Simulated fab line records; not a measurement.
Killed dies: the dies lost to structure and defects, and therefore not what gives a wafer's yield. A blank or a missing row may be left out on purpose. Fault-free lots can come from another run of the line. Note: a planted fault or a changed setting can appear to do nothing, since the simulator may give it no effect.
A lot that was struck, set against a sound lot	flow sky130	40 out of 708 route steps
Sound: these wafers, L125.3, L125.4, L125.6. Struck: wafer L120.3 (L120.1, L120.2, from the same lot, were not struck and are left out); the cause is given at the end.
At each step with rows: each side's tool, then ch and its chambers, then its first start. Under that, the readings that differ: sound wafers	struck wafers	difference of the means	sigmas: that difference in standard deviations of wafers without a fault.
alike: readings whose means differ by less than 2 such deviations, and words and numbers that are the same on both sides. not compared: withheld readings, readings that some wafer has no value for, bounds like >300 that may hide the same value, and numbers for which the record gives no deviation and whose values overlap.
The two part at a step that has a row with sigmas, a row that says differs or no value, or rows on one side only. Numbers that have no deviation but don't overlap get no sigmas and don't part them. A reading missing from all wafers of one side parts the sides only when that side holds two or more wafers.

first, 5 steps without rows for these wafers: SKY_CONTACT_ETCH_18 (etches Si3N4 in CHF3/O2, stops on TiN, time 39 s, target depth 75 nm); SKY_CONTACT_STRIP_19 (strips in O2/N2); SKY_CONTACT_STRIP_20 (strips in post etch residue remover, time 1200 s); SKY_CONTACT_CLEAN_21 (cleans in IPA, time 180 s); SKY_CONTACT_CLEAN_22 (cleans in O3/DIW).
SKY_CONTACT_SPUTTER_23: material TiN, target thk 20 nm, time 80 s.
  struck on pvd_sputter-04, day 35 04:55; sound on pvd_sputter-04, day 36 14:32
  alike: throttle_valve_pct
then, 1 step without rows for these wafers: SKY_CONTACT_CVD_24 (deposits W, target thk 340 nm, time 102.12 s).
SKY_CONTACT_RS_MEAS_25: the measuring method here is four-point-probe.
  struck on film_metro-03, day 35 05:05; sound on film_metro-02, day 36 14:45
  alike: CONTACT_W_RS
SKY_CONTACT_THK_MEAS_26: measures by xrf.
  struck on film_metro-03, day 35 05:12; sound on film_metro-02, day 36 14:51
  alike: CONTACT_W_THK
SKY_CONTACT_CMP_27: polishes, stops on SiO2, t overpolish 15 s, target thk 0 nm.
  sound on cmp-02 ch 0,2,3, day 36 14:53; struck on cmp-01 ch 0, day 35 05:19
  alike: motor_current_A, overpolish_run_s, retaining_ring_pressure_frac, slurry_filter_dp_kPa, time_to_endpoint_s
SKY_METAL1_SPUTTER_00: material Ti, target thk 15 nm, time 10 s.
  struck on pvd_sputter-01, day 35 05:34; sound on pvd_sputter-03, day 36 15:11
  alike: throttle_valve_pct
then, 1 step without rows for these wafers: SKY_METAL1_SPUTTER_01 (material TiN, target thk 20 nm, time 16.7 s).
SKY_METAL1_SPUTTER_02: material AlCu, target thk 250 nm, time 13.3 s.
  struck on pvd_sputter-01, day 35 05:37; sound on pvd_sputter-03, day 36 15:14
reading	sound	struck	difference	sigmas
model.AlCu_of_METAL1_SPUTTER_02.thk_nm (nm)	250.8 247.3 252.7	85.31	-164.96	
  alike: throttle_valve_pct
then, 2 steps without rows for these wafers: SKY_METAL1_SPUTTER_03 (material Ti, target thk 5 nm, time 3.3 s); SKY_METAL1_SPUTTER_04 (material TiN, target thk 70 nm, time 58.3 s).
SKY_METAL1_RS_MEAS_05: the measuring method here is four-point-probe.
  struck on film_metro-01, day 35 05:42; sound on film_metro-03, day 36 15:22
reading	sound	struck	difference	sigmas
METAL1_ALCU_RS (ohm/sq)	0.1263 0.1282 0.1254	0.3954	+0.2688	+99 or more
SKY_METAL1_THK_MEAS_06: measures by xrf.
  struck on film_metro-01, day 35 05:49; sound on film_metro-03, day 36 15:28
reading	sound	struck	difference	sigmas
METAL1_ALCU_THK (nm)	249 245 251	83	-165	-44
then, 8 steps without rows for these wafers: SKY_METAL1_DEHYDRATE_07 (time 60 s); SKY_METAL1_HMDS_08 (prime time 60 s); SKY_METAL1_COAT_09 (resist thk 60 nm); SKY_METAL1_COAT_10 (resist thk 450 nm); SKY_METAL1_SOFTBAKE_11 (time 90 s); SKY_METAL1_EXPOSE_12 (exposes mask MM1, target cd 140 nm); SKY_METAL1_PEB_13; SKY_METAL1_DEVELOP_14 (develop time 60 s).
SKY_METAL1_CD_MEAS_15: target cd 140 nm.
  struck on cd_sem-01, day 36 08:18; sound on cd_sem-01, day 37 16:48
  alike: cd_nm
SKY_METAL1_OVL_MEAS_16:
  struck on overlay-01, day 36 08:25; sound on overlay-01, day 37 16:53
  alike: METAL1_OVL
SKY_METAL1_DESCUM_17: chemistry O2, time 8 s.
  sound on rie_metal-04 ch 0,1, day 37 16:55; struck on rie_metal-03 ch 1, day 36 08:27
reading	sound	struck	difference	sigmas
drypump_motor_current_A (A)	5.9 5.7 5.7	6.4	+0.6	+2
  alike: chamber_pressure_mTorr, oes_product_au
  not compared: rf_hours_counter_h
then, 1 step without rows for these wafers: SKY_METAL1_ETCH_18 (etches BARC in N2/H2, stops on SiO2, time 45.9 s, target depth 60 nm).
SKY_METAL1_METAL_ETCH_19: etches the open film in Cl2/BCl3, stops on SiO2, target depth 360 nm, time 78 s.
  sound on rie_metal-04 ch 0,1, day 37 17:02; struck on rie_metal-03 ch 1, day 36 08:33
reading	sound	struck	difference	sigmas
drypump_motor_current_A (A)	5.9 5.7 5.7	6.4	+0.6	+2
oes_product_au (a.u.)	0.860 0.847 0.858	0.661	-0.194	-28
  alike: chamber_pressure_mTorr, throttle_valve_pct
  not compared: rf_hours_counter_h
SKY_METAL1_STRIP_20: strips in O2/N2.
  sound on plasma_asher-04 ch 0,1, day 37 17:08; struck on plasma_asher-03 ch 0, day 36 08:38
reading	sound	struck	difference	sigmas
oes_product_au (a.u.)	0.338 0.339 0.335	0.350	+0.013	+2
  alike: chamber_pressure_mTorr, drypump_motor_current_A, o2_flow_sccm, strip_time_to_endpoint_s
  not compared: rf_hours_counter_h
then, 4 steps without rows for these wafers: SKY_METAL1_STRIP_21 (strips in post etch residue remover, time 1200 s); SKY_METAL1_CLEAN_22 (cleans in IPA, time 180 s); SKY_METAL1_CLEAN_23 (cleans in O3/DIW); SKY_VIA1_HDPCVD_00 (deposits SiO2, target thk 1030 nm, time 171.7 s).
SKY_VIA1_THK_MEAS_01:
  struck on film_metro-01, day 36 09:25; sound on film_metro-02, day 37 17:55
  alike: VIA1_HDPCVD_THK
then, 1 step without rows for these wafers: SKY_VIA1_CMP_02 (polishes SiO2).
SKY_VIA1_BOW_MEAS_03:
  struck on film_metro-04, day 36 10:02; sound on film_metro-02, day 37 18:18
reading	sound	struck	difference	sigmas
VIA1_BOW (um)	86 80 81	97	+15	+2
then, 1 step without rows for these wafers: SKY_VIA1_DEHYDRATE_04 (time 60 s).
-- the record jumps here: 12 days lie between the struck wafers' starts before and after (it left off in module VIA1 and takes up again in module PAD_OPEN, whose first step shown is number 708 of the route) --
SKY_PAD_OPEN_PROBE_99:
  struck on prober-01, day 48 14:12; sound on prober-02, day 49 15:04
reading	sound	struck	difference	sigmas
model.etest.tester.sort_n_pass	416 404 392	330	-74	
model.etest.tester.sort_bin_8_pct (%)	0 0 0	16.26	+16.26	
model.etest.tester.sort_yield_pct (%)	84.55 82.11 79.67	67.07	-15.04	
model.etest.met1.line_ohm_um	0.9376 0.9359 0.9335	2.98	+2.04	
model.etest.met1.rs_ohm_sq	0.1288 0.1305 0.1287	0.4045	+0.2752	
  alike: defect_limited_yield, killed_at_M0_to_M3, killed_at_M4_up, killed_at_contacts, killed_at_front_end, killed_at_other, killed_dies, killed_open, killed_short

== WHERE THEY PART ==
Last at SKY_VIA1_BOW_MEAS_03 as far as this record goes, first at SKY_METAL1_RS_MEAS_05. Later steps at which nothing parts them and some readings are alike: SKY_PAD_OPEN_PROBE_99.

WHY: what the simulator had put in
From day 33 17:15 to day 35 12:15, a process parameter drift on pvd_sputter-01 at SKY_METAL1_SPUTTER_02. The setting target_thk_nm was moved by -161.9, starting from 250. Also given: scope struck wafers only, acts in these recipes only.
